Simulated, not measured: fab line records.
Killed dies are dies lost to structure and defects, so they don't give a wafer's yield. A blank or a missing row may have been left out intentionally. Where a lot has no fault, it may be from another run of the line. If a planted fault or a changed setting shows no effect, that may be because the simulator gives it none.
Which of the tools did it? / flow sky130 / Sampling: 12 lots, 36 wafers, 6 of 708 route steps

== WHAT THE GAUGES READ, wafer by wafer ==
SKY_FIELD_ISO_BOW_MEAS_00.
lot=L423; measured=day 1 20:00; on=film-metro-04; INCOMING_BOW (um)=-9 -2 -2
lot=L426; measured=day 2 11:00; on=film-metro-04; INCOMING_BOW (um)=12 -1 -13
lot=L428; measured=day 2 21:02; on=film-metro-01; INCOMING_BOW (um)=-1 9 3
lot=L429; measured=day 3 02:02; on=film-metro-04; INCOMING_BOW (um)=4 13 -5
lot=L431; measured=day 3 12:01; on=film-metro-01; INCOMING_BOW (um)=-1 -3 -2
lot=L436; measured=day 4 13:01; on=film-metro-03; INCOMING_BOW (um)=-6 -6 -9
lot=L437; measured=day 4 18:01; on=film-metro-03; INCOMING_BOW (um)=-2 -14 7
lot=L438; measured=day 4 23:00; on=film-metro-03; INCOMING_BOW (um)=0 -12 2
lot=L439; measured=day 5 04:00; on=film-metro-03; INCOMING_BOW (um)=6 -7 -8
lot=L440; measured=day 5 09:01; on=film-metro-04; INCOMING_BOW (um)=-3 6 11
lot=L442; measured=day 5 19:00; on=film-metro-03; INCOMING_BOW (um)=-2 4 2
lot=L444; measured=day 6 05:01; on=film-metro-01; INCOMING_BOW (um)=-13 0 -2

SKY_FIELD_ISO_THK_MEAS_04.
lot=L423; measured=day 1 23:59; on=film-metro-03; FIELD_ISO_CVD_03_THK (nm)=165.6 167.4 164.4
lot=L426; measured=day 2 17:15; on=film-metro-04; FIELD_ISO_CVD_03_THK (nm)=168.4 167.9 168.2
lot=L428; measured=day 3 04:11; on=film-metro-04; FIELD_ISO_CVD_03_THK (nm)=162.9 161.0 161.8
lot=L429; measured=day 3 10:43; on=film-metro-03; FIELD_ISO_CVD_03_THK (nm)=163.9 164.1 164.0
lot=L431; measured=day 3 19:00; on=film-metro-01; FIELD_ISO_CVD_03_THK (nm)=164.2 163.9 163.4
lot=L436; measured=day 4 19:22; on=film-metro-03; FIELD_ISO_CVD_03_THK (nm)=163.0 163.6 163.5
lot=L437; measured=day 5 00:52; on=film-metro-01; FIELD_ISO_CVD_03_THK (nm)=165.6 165.0 166.3
lot=L438; measured=day 5 04:19; on=film-metro-04; FIELD_ISO_CVD_03_THK (nm)=166.3 164.6 165.0
lot=L439; measured=day 5 08:46; on=film-metro-01; FIELD_ISO_CVD_03_THK (nm)=165.4 165.2 166.5
lot=L440; measured=day 5 13:22; on=film-metro-04; FIELD_ISO_CVD_03_THK (nm)=168.0 166.5 165.8
lot=L442; measured=day 5 22:29; on=film-metro-04; FIELD_ISO_CVD_03_THK (nm)=166.9 166.1 167.3
lot=L444; measured=day 6 10:35; on=film-metro-01; FIELD_ISO_CVD_03_THK (nm)=165.4 164.8 165.3

SKY_LDD_N_TW_MEAS_17.
lot=L423; measured=day 18 03:14; on=film-metro-03; LDD_N_TW=2587 2596 2576
lot=L426; measured=day 20 12:25; on=film-metro-04; LDD_N_TW=2749 2751 2752 2760 2757 2755
lot=L428; measured=day 20 12:21; on=film-metro-03; LDD_N_TW=2697 2702 2694
lot=L429; measured=day 21 03:48; on=film-metro-04; LDD_N_TW=2747 2741 2739 2760 2741 2743
lot=L431; measured=day 22 02:47; on=film-metro-01; LDD_N_TW=2570 2565 2570
lot=L436; measured=day 23 10:02; on=film-metro-01; LDD_N_TW=2569 2582 2577
lot=L437; measured=day 23 15:50; on=film-metro-04; LDD_N_TW=2653 2661 2653
lot=L438; measured=day 24 01:37; on=film-metro-03; LDD_N_TW=2565 2575 2571
lot=L439; measured=day 24 06:08; on=film-metro-04; LDD_N_TW=2621 2641 2629
lot=L440; measured=day 24 23:26; on=film-metro-01; LDD_N_TW=2571 2580 2589
lot=L442; measured=day 25 13:31; on=film-metro-03; LDD_N_TW=2572 2592 2569
lot=L444; measured=day 25 23:41; on=film-metro-03; LDD_N_TW=2582 2589 2600

SKY_METAL1_OVL_MEAS_16.
lot=L423; measured=day 33 06:36; on=overlay-02; METAL1_OVL (nm)=-6 -7 -5
lot=L426; measured=day 35 07:03; on=overlay-02; METAL1_OVL (nm)=-7 -5 -15
lot=L428; measured=day 35 05:43; on=overlay-02; METAL1_OVL (nm)=2 0 2
lot=L429; measured=day 35 17:55; on=overlay-01; METAL1_OVL (nm)=6 1 7
lot=L431; measured=day 36 16:22; on=overlay-01; METAL1_OVL (nm)=-4 -2 -3
lot=L436; measured=day 37 17:19; on=overlay-01; METAL1_OVL (nm)=0 -5 -3
lot=L437; measured=day 37 19:58; on=overlay-01; METAL1_OVL (nm)=-4 -1 1
lot=L438; measured=day 38 05:52; on=overlay-02; METAL1_OVL (nm)=0 -6 -4
lot=L439; measured=day 38 06:42; on=overlay-01; METAL1_OVL (nm)=-4 -4 1
lot=L440; measured=day 39 00:46; on=overlay-01; METAL1_OVL (nm)=16 4 -2
lot=L442; measured=day 39 10:12; on=overlay-02; METAL1_OVL (nm)=6 -4 -10
lot=L444; measured=day 39 20:42; on=overlay-01; METAL1_OVL (nm)=2 -2 4

== TOOL THAT RAN EACH LOT (tool first, then ch and the chambers of the sampled wafers, then the start) ==
lot=L423; SKY_LDD_N_IMPLANT_09=implanter-02 ch 0, day 18 02:02; SKY_LDD_N_STRIP_16=plasma-asher-04 ch 0,1, day 18 03:08
lot=L426; SKY_LDD_N_IMPLANT_09=implanter-02 ch 0, day 20 10:53; SKY_LDD_N_STRIP_16=plasma-asher-03 ch 0,1, day 20 12:19
lot=L428; SKY_LDD_N_IMPLANT_09=implanter-01 ch 0, day 20 10:38; SKY_LDD_N_STRIP_16=plasma-asher-01 ch 0,1, day 20 12:16
lot=L429; SKY_LDD_N_IMPLANT_09=implanter-02 ch 0, day 21 02:17; SKY_LDD_N_STRIP_16=plasma-asher-01 ch 0,1, day 21 03:38
lot=L431; SKY_LDD_N_IMPLANT_09=implanter-01 ch 0, day 22 01:38; SKY_LDD_N_STRIP_16=plasma-asher-01 ch 0,1, day 22 02:40
lot=L436; SKY_LDD_N_IMPLANT_09=implanter-04 ch 0, day 23 08:53; SKY_LDD_N_STRIP_16=plasma-asher-01 ch 0,1, day 23 09:55
lot=L437; SKY_LDD_N_IMPLANT_09=implanter-01 ch 0, day 23 14:41; SKY_LDD_N_STRIP_16=plasma-asher-01 ch 1, day 23 15:43
lot=L438; SKY_LDD_N_IMPLANT_09=implanter-01 ch 0, day 24 00:28; SKY_LDD_N_STRIP_16=plasma-asher-03 ch 0, day 24 01:31
lot=L439; SKY_LDD_N_IMPLANT_09=implanter-04 ch 0, day 24 04:59; SKY_LDD_N_STRIP_16=plasma-asher-04 ch 0,1, day 24 06:02
lot=L440; SKY_LDD_N_IMPLANT_09=implanter-04 ch 0, day 24 22:19; SKY_LDD_N_STRIP_16=plasma-asher-01 ch 0,1, day 24 23:20
lot=L442; SKY_LDD_N_IMPLANT_09=implanter-01 ch 0, day 25 12:22; SKY_LDD_N_STRIP_16=plasma-asher-04 ch 0,1, day 25 13:25
lot=L444; SKY_LDD_N_IMPLANT_09=implanter-04 ch 0, day 25 22:34; SKY_LDD_N_STRIP_16=plasma-asher-01 ch 0,1, day 25 23:35
- SKY_LDD_N_IMPLANT_09
- SKY_LDD_N_STRIP_16: strips in O2/N2.

== AS READ BY THE TOOLS THEMSELVES (means over the sampled wafers that have a number; for cases with no such wafer, the mark the record gives instead) ==
SKY_LDD_N_STRIP_16.
lot=L423; tool=plasma-asher-04; drypump-motor-current-A (A)=5.3; oes-product-au (a.u.)=0.405; strip-time-to-endpoint-s (s)=4.326
lot=L426; tool=plasma-asher-03; drypump-motor-current-A (A)=5.5; oes-product-au (a.u.)=0.412; strip-time-to-endpoint-s (s)=4.536
lot=L428; tool=plasma-asher-01; drypump-motor-current-A (A)=5.6; oes-product-au (a.u.)=0.404; strip-time-to-endpoint-s (s)=4.517
lot=L429; tool=plasma-asher-01; drypump-motor-current-A (A)=5.5; oes-product-au (a.u.)=0.404; strip-time-to-endpoint-s (s)=4.541
lot=L431; tool=plasma-asher-01; drypump-motor-current-A (A)=5.5; oes-product-au (a.u.)=0.406; strip-time-to-endpoint-s (s)=4.307
lot=L436; tool=plasma-asher-01; drypump-motor-current-A (A)=5.5; oes-product-au (a.u.)=0.407; strip-time-to-endpoint-s (s)=4.322
lot=L437; tool=plasma-asher-01; drypump-motor-current-A (A)=6.3; oes-product-au (a.u.)=0.409; strip-time-to-endpoint-s (s)=4.332
lot=L438; tool=plasma-asher-03; drypump-motor-current-A (A)=4.8; oes-product-au (a.u.)=0.409; strip-time-to-endpoint-s (s)=4.323
lot=L439; tool=plasma-asher-04; drypump-motor-current-A (A)=5.8; oes-product-au (a.u.)=0.405; strip-time-to-endpoint-s (s)=4.304
lot=L440; tool=plasma-asher-01; drypump-motor-current-A (A)=5.9; oes-product-au (a.u.)=0.408; strip-time-to-endpoint-s (s)=4.304
lot=L442; tool=plasma-asher-04; drypump-motor-current-A (A)=5.3; oes-product-au (a.u.)=0.406; strip-time-to-endpoint-s (s)=4.298
lot=L444; tool=plasma-asher-01; drypump-motor-current-A (A)=5.5; oes-product-au (a.u.)=0.413; strip-time-to-endpoint-s (s)=4.306

== THE ANSWER, worked out from the rows above alone ==
Rule: what is usual is taken from the lots themselves. The widest of any qualifying gaps counts: lots, ordered by their means at a reading, are off when they make up no more than a third of the lots, leave a main group of 4 or more, and stand apart from it by 3 or more times the standard deviation of that group's means. A main group is skipped when, at the precision printed for the reading in the tables above, its means are all equal. Also off: a lot with no number at a reading for which 4 or more lots have one. Any other lot the step has rows for is counted as sound. The gauges are gone through in route order, then the tools' own readings, and for those a lot's mean is taken as printed above. At the first step where some lot is off, the reading lying furthest off is the one used; lots without a number count as furthest.
Off: L426, L428, L429, at SKY_LDD_N_STRIP_16 (strip-time-to-endpoint-s). For the main group the mean is 4.314 s and the standard deviation 0.011.
If a tool, at that step or one of the process steps before it, ran each lot that is off and ran no sound lot following the first of them, it fits. No candidate that was tried fits.

== WHAT THE SIMULATOR HAD INSERTED ==
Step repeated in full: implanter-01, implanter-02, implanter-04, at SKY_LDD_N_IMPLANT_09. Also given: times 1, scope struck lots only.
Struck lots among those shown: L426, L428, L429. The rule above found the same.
